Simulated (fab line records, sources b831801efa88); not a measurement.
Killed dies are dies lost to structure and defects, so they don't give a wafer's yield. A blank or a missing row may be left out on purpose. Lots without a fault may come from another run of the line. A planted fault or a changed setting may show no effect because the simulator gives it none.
fab line records | flow sky130
record lots=15 wafers=45 last_day=50
route steps=708 shown FIELD_ISO@3 PWDE@52 NWELL@58 VT_ADJUST_HVTP@93
lots that met no fault: from a run of the same line without faults
start_h: hours from the record's first day to the start of the lot's first wafer shown | wait_h: hours since the lot's step before | " the same as in the row above | L1.1+2: a row that stands for several wafers | - no value, or no start given | * or withheld: withheld | < > ~ a bound
route shown NAME@n: a module of which the file shows steps, and the number in the route of the first | usual: mean/standard deviation of fault-free wafers | same: alike in all rows | chamber/n: place in a boat | sites: the reading at each site | _std_site: their standard deviation | _edge_site: outer sites' mean less inner sites' | radius_mm: how far each site lies from the wafer's centre | mask NAME#n: copy n | behind: the tool/chamber that last shaped the wafer | hold: why the lot was held/for how many hours/how that ended | device: the transistor (n, p or np) that didn't switch | end of line: the same wafers' tests at the end of the route | a step without rows: its recipe alone | killed: dies lost to structure and defects at the first sort, not the wafer's yield | map: a wafer's dies, x killed, . not, _ none there
set.NAME: the setting as run; set.NAME@STEP: as run at that earlier step | model.NAME: the simulator's own value behind a step, which no gauge read
steps of the route over a sample of lots; a table a step, a row a wafer
services: from which hour (start_h, from the record's first day; less than 0 if before it) a tool's chamber was out of use, for how many hours, and why
## steps
# step SKY_FIELD_ISO_THK_MEAS_02
# recipe reads=SiO2_of_FIELD_ISO_OXIDATION_01
# usual FIELD_ISO_OXIDATION_00_THK=11.96/0.21
# columns lot.wafer tool chamber start_h wait_h FIELD_ISO_OXIDATION_00_THK[nm]
L594.1 film_metro-04 - 11.68 0.0 12.06
L594.3 " - " " 11.93
L594.5 " - " " 11.93
L595.3 film_metro-04 - 18.90 0.0 12.18
L595.4 " - " " 12.12
L595.5 " - " " 12.12
L596.1 film_metro-01 - 22.16 0.0 12.05
L596.3 " - " " 12.21
L596.5 " - " " 12.07
L597.2 film_metro-04 - 27.37 0.0 12.09
L597.3 " - " " 11.99
L597.5 " - " " 11.98
L598.2 film_metro-02 - 33.97 0.0 11.98
L598.3 " - " " 12.16
L598.4 " - " " 12.28
L600.4 film_metro-02 - 42.91 0.0 12.03
L600.5 " - " " 11.76
L600.6 " - " " 11.71
L601.2 film_metro-04 - 47.25 0.0 11.97
L601.3 " - " " 11.83
L601.4 " - " " 11.84
L605.3 film_metro-04 - 70.00 0.0 12.09
L605.5 " - " " 11.93
L605.6 " - " " 12.02
L606.1 film_metro-01 - 74.09 0.0 12.22
L606.4 " - " " 12.27
L606.5 " - " " 12.12
L607.2 film_metro-01 - 78.34 0.0 12.39
L607.4 " - " " 12.38
L607.6 " - " " 12.28
L608.3 film_metro-02 - 82.58 0.0 11.87
L608.4 " - " " 11.77
L608.6 " - " " 12.00
L609.2 film_metro-01 - 86.64 0.0 11.85
L609.3 " - " " 11.84
L609.5 " - " " 11.81
L613.1 film_metro-01 - 107.42 0.0 12.06
L613.3 " - " " 11.74
L613.4 " - " " 11.59
L614.1 film_metro-02 - 112.95 0.0 12.05
L614.2 " - " " 12.14
L614.4 " - " " 12.04
L615.1 film_metro-04 - 116.63 0.0 11.54
L615.5 " - " " 11.51
L615.6 " - " " 11.45
# step SKY_PWDE_OVL_MEAS_07
# usual PWDE_OVL=-0.4/1.5
# columns lot.wafer tool chamber start_h wait_h PWDE_OVL[nm]
L594.1 overlay-01 - 66.15 - -0.3
L594.3 " - " " 1.3
L594.5 " - " " 0.4
L595.3 overlay-02 - 74.31 - -0.4
L595.4 " - " " 0.1
L595.5 " - " " -1.9
L596.1 overlay-01 - 79.25 - -1.2
L596.3 " - " " 2.2
L596.5 " - " " 0.8
L597.2 overlay-01 - 86.31 - 0.6
L597.3 " - " " -0.1
L597.5 " - " " 0.5
L598.2 overlay-02 - 90.88 - -0.8
L598.3 " - " " -1.9
L598.4 " - " " 0.2
L600.4 overlay-01 - 105.20 - -1.5
L600.5 " - " " -1.8
L600.6 " - " " -0.5
L601.2 overlay-01 - 113.13 - 0.3
L601.3 " - " " 3.2
L601.4 " - " " 3.9
L605.3 overlay-02 - 132.80 - -2.6
L605.5 " - " " -2.8
L605.6 " - " " -2.3
L606.1 overlay-01 - 136.80 - -0.5
L606.4 " - " " -1.4
L606.5 " - " " -0.6
L607.2 overlay-01 - 145.89 - 0.6
L607.4 " - " " -0.4
L607.6 " - " " 1.3
L608.3 overlay-02 - 148.61 - -0.7
L608.4 " - " " -0.5
L608.6 " - " " 0.8
L609.2 overlay-02 - 152.66 - 0.4
L609.3 " - " " 0.7
L609.5 " - " " -0.5
L613.1 overlay-01 - 175.28 - 0.7
L613.3 " - " " 0.9
L613.4 " - " " 2.7
L614.1 overlay-02 - 181.90 - -2.1
L614.2 " - " " -2.2
L614.4 " - " " -2.4
L615.1 overlay-02 - 189.83 - -3.0
L615.5 " - " " -2.0
L615.6 " - " " -1.9
# step SKY_NWELL_COAT_05
# recipe spin_rpm=2000 resist_thk_nm=3000
# usual chill_plate_temp_C=22.98/0.11 dispense_pressure_kPa=48.0/0.41
# columns lot.wafer tool chamber start_h wait_h chill_plate_temp_C dispense_pressure_kPa
L594.1 litho_track-02 0 74.36 0.1 23.02 48.5
L594.3 " 0 " " 23.02 48.5
L594.5 " 0 " " 22.87 48.4
L595.3 litho_track-04 0 81.83 0.1 22.75 47.5
L595.4 " 0 " " 22.87 47.4
L595.5 " 0 " " 22.95 47.4
L596.1 litho_track-01 0 88.20 0.1 23.00 48.2
L596.3 " 0 " " 23.00 48.2
L596.5 " 0 " " 22.90 48.2
L597.2 litho_track-01 0 94.93 0.1 22.93 48.2
L597.3 " 0 " " 22.93 48.2
L597.5 " 0 " " 22.80 48.2
L598.2 litho_track-02 0 99.49 0.1 22.91 48.4
L598.3 " 0 " " 23.02 48.4
L598.4 " 0 " " 22.87 48.4
L600.4 litho_track-01 0 114.08 0.1 23.11 48.2
L600.5 " 0 " " 23.13 48.2
L600.6 " 0 " " 23.14 48.2
L601.2 litho_track-04 0 121.46 0.1 23.02 47.4
L601.3 " 0 " " 23.08 47.5
L601.4 " 0 " " 23.07 47.5
L605.3 litho_track-02 0 141.91 0.1 23.19 48.5
L605.5 " 0 " " 22.91 48.4
L605.6 " 0 " " 22.93 48.5
L606.1 litho_track-02 0 146.61 0.1 22.89 48.5
L606.4 " 0 " " 22.82 48.5
L606.5 " 0 " " 22.75 48.4
L607.2 litho_track-01 - 155.98 0.1 - -
L607.4 " - " " - -
L607.6 " - " " - -
L608.3 litho_track-01 - 158.20 0.1 - -
L608.4 " - " " - -
L608.6 " - " " - -
L609.2 litho_track-01 - 162.43 0.1 - -
L609.3 " - " " - -
L609.5 " - " " - -
L613.1 litho_track-02 0 185.91 0.1 23.03 48.5
L613.3 " 0 " " 22.85 48.5
L613.4 " 0 " " 22.88 48.5
L614.1 litho_track-04 0 192.68 0.1 23.02 47.5
L614.2 " 0 " " 23.17 47.5
L614.4 " 0 " " 23.03 47.5
L615.1 litho_track-04 0 201.53 0.1 23.01 47.5
L615.5 " 0 " " 22.90 47.5
L615.6 " 0 " " 22.90 47.5
# step SKY_NWELL_OVL_MEAS_10
# usual NWELL_00_OVL=-0.3/1.4
# columns lot.wafer tool chamber start_h wait_h NWELL_00_OVL[nm]
L594.1 overlay-01 - 81.95 - 0.5
L594.3 " - " " -0.8
L594.5 " - " " -0.1
L595.3 overlay-02 - 91.01 - -2.5
L595.4 " - " " -1.2
L595.5 " - " " -1.8
L596.1 overlay-02 - 97.18 - -2.5
L596.3 " - " " -0.5
L596.5 " - " " -0.8
L597.2 overlay-02 - 103.29 - -1.1
L597.3 " - " " -2.5
L597.5 " - " " -0.7
L598.2 overlay-02 - 108.82 - -0.7
L598.3 " - " " 1.3
L598.4 " - " " 0.5
L600.4 overlay-02 - 122.78 - -2.0
L600.5 " - " " -2.7
L600.6 " - " " -1.1
L601.2 overlay-01 - 132.12 - 2.5
L601.3 " - " " 1.9
L601.4 " - " " 3.5
L605.3 overlay-02 - 152.30 - 0.5
L605.5 " - " " -0.8
L605.6 " - " " -0.6
L606.1 overlay-01 - 156.58 - 1.1
L606.4 " - " " 0.0
L606.5 " - " " 1.2
L607.2 overlay-02 - 165.82 - -
L607.4 " - " " -
L607.6 " - " " -
L608.3 overlay-01 - 168.50 - -
L608.4 " - " " -
L608.6 " - " " -
L609.2 overlay-01 - 173.77 - -
L609.3 " - " " -
L609.5 " - " " -
L613.1 overlay-01 - 197.18 - 1.7
L613.3 " - " " 2.2
L613.4 " - " " 2.1
L614.1 overlay-02 - 203.80 - 0.4
L614.2 " - " " 0.1
L614.4 " - " " -0.3
L615.1 overlay-01 - 212.60 - 0.7
L615.5 " - " " -0.7
L615.6 " - " " 1.4
# step SKY_NWELL_TW_MEAS_26
# usual NWELL_2_TW=498/5
# columns lot.wafer tool chamber start_h wait_h NWELL_2_TW
L594.1 film_metro-03 - 100.12 0.1 492
L594.3 " - " " 496
L594.5 " - " " 493
L595.3 film_metro-04 - 109.99 0.1 502
L595.4 " - " " 504
L595.5 " - " " 506
L596.1 film_metro-03 - 115.29 0.1 492
L596.3 " - " " 491
L596.5 " - " " 492
L597.2 film_metro-03 - 122.43 0.1 488
L597.3 " - " " 490
L597.5 " - " " 490
L598.2 film_metro-04 - 127.33 0.1 502
L598.3 " - " " 503
L598.4 " - " " 503
L600.4 film_metro-04 - 142.88 0.1 504
L600.5 " - " " 507
L600.6 " - " " 504
L601.2 film_metro-03 - 151.95 0.1 492
L601.3 " - " " 494
L601.4 " - " " 491
L605.3 film_metro-01 - 173.76 0.1 494
L605.5 " - " " 499
L605.6 " - " " 500
L606.1 film_metro-03 - 178.60 0.1 493
L606.4 " - " " 494
L606.5 " - " " 491
L607.2 film_metro-04 - 188.26 0.1 1847
L607.4 " - " " 1849
L607.6 " - " " 1835
L608.3 film_metro-04 - 190.49 0.1 1843
L608.4 " - " " 1840
L608.6 " - " " 1847
L609.2 film_metro-03 - 195.76 0.1 1823
L609.3 " - " " 1811
L609.5 " - " " 1811
L613.1 film_metro-03 - 220.54 0.1 495
L613.3 " - " " 494
L613.4 " - " " 490
L614.1 film_metro-03 - 226.82 0.1 495
L614.2 " - " " 495
L614.4 " - " " 496
L615.1 film_metro-01 - 236.72 0.1 496
L615.5 " - " " 494
L615.6 " - " " 498
# step SKY_VT_ADJUST_HVTP_OVL_MEAS_08
# usual VT_ADJUST_HVTP_OVL=-1.1/1.1
# columns lot.wafer tool chamber start_h wait_h VT_ADJUST_HVTP_OVL[nm]
L594.1 overlay-01 - 117.48 0.1 -2.9
L594.3 " - " " -2.0
L594.5 " - " " -1.4
L595.3 overlay-01 - 128.60 0.1 0.3
L595.4 " - " " 0.8
L595.5 " - " " 0.5
L596.1 overlay-01 - 134.49 0.1 -1.2
L596.3 " - " " -1.3
L596.5 " - " " -2.5
L597.2 overlay-02 - 141.80 0.1 -1.4
L597.3 " - " " -0.4
L597.5 " - " " -0.8
L598.2 overlay-01 - 146.91 0.1 1.4
L598.3 " - " " 0.3
L598.4 " - " " -0.9
L600.4 overlay-01 - 162.26 0.1 0.1
L600.5 " - " " -0.6
L600.6 " - " " 1.8
L601.2 overlay-01 - 171.94 0.1 -0.8
L601.3 " - " " -0.3
L601.4 " - " " -1.1
L605.3 overlay-01 - 195.87 0.1 -0.9
L605.5 " - " " -0.8
L605.6 " - " " -1.2
L606.1 overlay-02 - 201.08 0.1 -3.0
L606.4 " - " " -2.4
L606.5 " - " " 0.0
L607.2 overlay-01 - 210.36 0.1 -1.7
L607.4 " - " " -3.1
L607.6 " - " " -2.4
L608.3 overlay-02 - 213.00 0.1 -4.2
L608.4 " - " " -2.3
L608.6 " - " " -0.9
L609.2 overlay-02 - 217.75 0.1 -2.4
L609.3 " - " " -2.9
L609.5 " - " " -0.3
L613.1 overlay-01 - 243.64 0.1 -0.9
L613.3 " - " " -1.6
L613.4 " - " " -0.7
L614.1 overlay-01 - 250.79 0.1 -0.3
L614.2 " - " " 0.8
L614.4 " - " " -0.1
L615.1 overlay-01 - 260.43 0.1 -0.8
L615.5 " - " " -1.1
L615.6 " - " " -1.3
## services
# columns tool chamber start_h hours kind
litho_track-04 - 167.26 - consumable_replace:filter
## key
first_sign step=SKY_NWELL_COAT_05 reading=tool_record direction=missing
effect step=SKY_NWELL_OVL_MEAS_10 reading=NWELL_00_OVL direction=missing
effect step=SKY_NWELL_TW_MEAS_26 reading=NWELL_2_TW direction=up sigmas=99+ usual=498 struck=1834
met_at SKY_NWELL_COAT_05
struck_lots L607,L608,L609
sort_left_out L607.2,L607.4,L607.6,L608.3,L608.4,L608.6,L609.2,L609.3,L609.5
tester_left_out L607,L608,L609
not_acting_at SKY_FIELD_ISO_THK_MEAS_02,SKY_PWDE_OVL_MEAS_07,SKY_VT_ADJUST_HVTP_OVL_MEAS_08
onset_between 114.08 155.98
fault kind=skipped_step_whole tool=litho_track-01 chamber=- onset_h=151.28 steps=SKY_NWELL_COAT_05 scope=struck_lots_only
# tester_left_out: of these lots the tester's yield and bins aren't shown, on N5 and GAA mostly nor the transistor test; their killed dies are dies lost to structure and defects alone, not to doping, threshold or leakage, so they don't give the yield
# sort_left_out: the simulated sort isn't trusted on such a fault, so these wafers' sort isn't shown, and their yield isn't known
